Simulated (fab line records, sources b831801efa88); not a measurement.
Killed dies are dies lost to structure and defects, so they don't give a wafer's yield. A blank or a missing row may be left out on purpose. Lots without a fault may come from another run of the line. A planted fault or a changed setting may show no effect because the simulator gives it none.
Which tool did it? | flow sky130 | 14 lots, 42 wafers sampled, at 3 steps of a route of 708

WHAT THE GAUGES READ, wafer by wafer
SKY_VT_ADJUST_LVTN_OVL_MEAS_07. Usual: VT_ADJUST_LVTN_OVL -0.1 nm, standard deviation 1.3.
lot  | measured     | on         | VT_ADJUST_LVTN_OVL (nm) | flag
L565 | day 7 06:34  | overlay-01 | -1.3 -0.9 -0.7          |
L566 | day 7 18:08  | overlay-02 | 0.8 0.6 -0.5            |
L567 | day 7 22:43  | overlay-02 | 0.3 0.4 1.4             |
L568 | day 8 06:55  | overlay-02 | -0.6 0.1 -0.6           |
L571 | day 8 21:43  | overlay-01 | 0.0 -0.8 -0.2           |
L573 | day 9 12:07  | overlay-02 | 0.4 -1.4 0.0            |
L574 | day 9 18:25  | overlay-02 | -0.4 -0.2 -1.8          |
L575 | day 10 00:40 | overlay-02 | -0.8 -0.3 -0.6          |
L576 | day 10 06:52 | overlay-01 | -0.2 -0.3 -0.8          |
L584 | day 12 09:52 | overlay-02 | -0.1 0.3 0.3            |
L585 | day 12 13:55 | overlay-01 | -1.6 -1.6 -0.3          |
L586 | day 13 04:55 | overlay-02 | 1.2 1.9 0.1             |
L587 | day 13 06:10 | overlay-02 | 2.4 1.6 3.0             |
L588 | day 13 12:31 | overlay-02 | -0.5 1.0 -1.0           |

SKY_VT_ADJUST_LVTN_TW_MEAS_10. Usual: VT_ADJUST_LVTN_TW 239.5, standard deviation 1.6.
lot  | measured     | on            | VT_ADJUST_LVTN_TW | flag
L565 | day 7 06:52  | film_metro-03 | 238.7 240.3 240.2 |
L566 | day 7 18:25  | film_metro-01 | 237.7 237.7 238.5 |
L567 | day 7 23:00  | film_metro-03 | 239.9 241.1 239.1 |
L568 | day 8 07:12  | film_metro-01 | 238.6 237.2 238.3 |
L571 | day 8 22:00  | film_metro-01 | 237.2 237.6 238.0 |
L573 | day 9 12:25  | film_metro-01 | 240.4 239.2 239.4 |
L574 | day 9 18:42  | film_metro-01 | 238.0 240.2 238.9 |
L575 | day 10 00:56 | film_metro-04 | 243.1 243.3 243.8 |
L576 | day 10 07:09 | film_metro-03 | 239.0 239.2 238.1 |
L584 | day 12 10:08 | film_metro-01 | 239.5 238.7 239.8 |
L585 | day 12 14:13 | film_metro-03 | 239.6 239.0 238.1 |
L586 | day 13 05:12 | film_metro-01 | 239.8 240.6 240.6 |
L587 | day 13 06:27 | film_metro-01 | 238.7 241.3 240.3 |
L588 | day 13 12:49 | film_metro-04 | 241.5 242.0 240.9 |

WHICH TOOL RAN EACH LOT (tool, then ch and the chambers of the sampled wafers, then the start)
lot  | SKY_NWELL_RTA_28
L565 | rtp_anneal-02 ch 0, day 5 13:47
L566 | rtp_anneal-02 ch 0, day 6 00:33
L567 | rtp_anneal-01 ch 0, day 6 04:38
L568 | rtp_anneal-02 ch 0, day 6 11:34
L571 | rtp_anneal-02 ch 0, day 7 01:59
L573 | rtp_anneal-01 ch 0, day 7 14:31
L574 | rtp_anneal-02 ch 0, day 7 21:13
L575 | rtp_anneal-02 ch 0, day 8 03:13
L576 | rtp_anneal-02 ch 0, day 8 08:40
L584 | rtp_anneal-02 ch 0, day 10 09:25
L585 | rtp_anneal-01 ch 0, day 10 13:58
L586 | rtp_anneal-02 ch 0, day 11 03:22
L587 | rtp_anneal-01 ch 0, day 11 04:17
L588 | rtp_anneal-01 ch 0, day 11 10:28
- SKY_NWELL_RTA_28: time 30 s.

WHAT THE TOOLS THEMSELVES READ (means of the sampled wafers that have a number; where no wafer has one, the mark that the record gives instead)
SKY_NWELL_RTA_28. Usual: lamp_power_pct 25.31 %, standard deviation 0.053; ramp_up_c_per_s 150.00, standard deviation 0.027; wafer_temp_C_max 1054.8, standard deviation 0.86.
lot  | tool          | lamp_power_pct (%) | ramp_up_c_per_s | wafer_temp_C_max | flag
L565 | rtp_anneal-02 | 25.34              | 150.03          | 1054.2           |
L566 | rtp_anneal-02 | 25.36              | 150.00          | 1054.3           |
L567 | rtp_anneal-01 | 25.36              | 149.97          | 1055.5           |
L568 | rtp_anneal-02 | 25.34              | 150.02          | 1054.7           |
L571 | rtp_anneal-02 | 25.33              | 150.02          | 1055.3           |
L573 | rtp_anneal-01 | 25.24              | 150.01          | 1054.3           |
L574 | rtp_anneal-02 | 25.31              | 149.98          | 1054.4           |
L575 | rtp_anneal-02 | 25.27              | 150.00          | 1055.0           |
L576 | rtp_anneal-02 | 25.36              | 149.97          | 1054.3           |
L584 | rtp_anneal-02 | 25.34              | 150.00          | 1054.7           |
L585 | rtp_anneal-01 | 25.32              | 150.02          | 1055.2           |
L586 | rtp_anneal-02 | 25.32              | 150.00          | 1054.9           |
L587 | rtp_anneal-01 | 25.32              | 150.00          | 1054.4           |
L588 | rtp_anneal-01 | 25.30              | 149.98          | 1054.9           |

THE ANSWER, worked out from the rows above alone
Rule: a lot is off if the mean of its wafers that have a number lies more than 3 standard deviations from the usual mean. A lot without any number at a reading at which 4 lots or more have one is off too. The other lots that the step has rows for count as sound. The gauges are gone through in route order, then the tools' own readings, and for those a lot's mean is taken as printed above. The first step at which some lot is off is used, and at that step the reading that is off furthest; a lot without a number counts as furthest.
No lot is off at any reading shown: from this, nothing can be told.

WHAT THE SIMULATOR HAD PUT IN
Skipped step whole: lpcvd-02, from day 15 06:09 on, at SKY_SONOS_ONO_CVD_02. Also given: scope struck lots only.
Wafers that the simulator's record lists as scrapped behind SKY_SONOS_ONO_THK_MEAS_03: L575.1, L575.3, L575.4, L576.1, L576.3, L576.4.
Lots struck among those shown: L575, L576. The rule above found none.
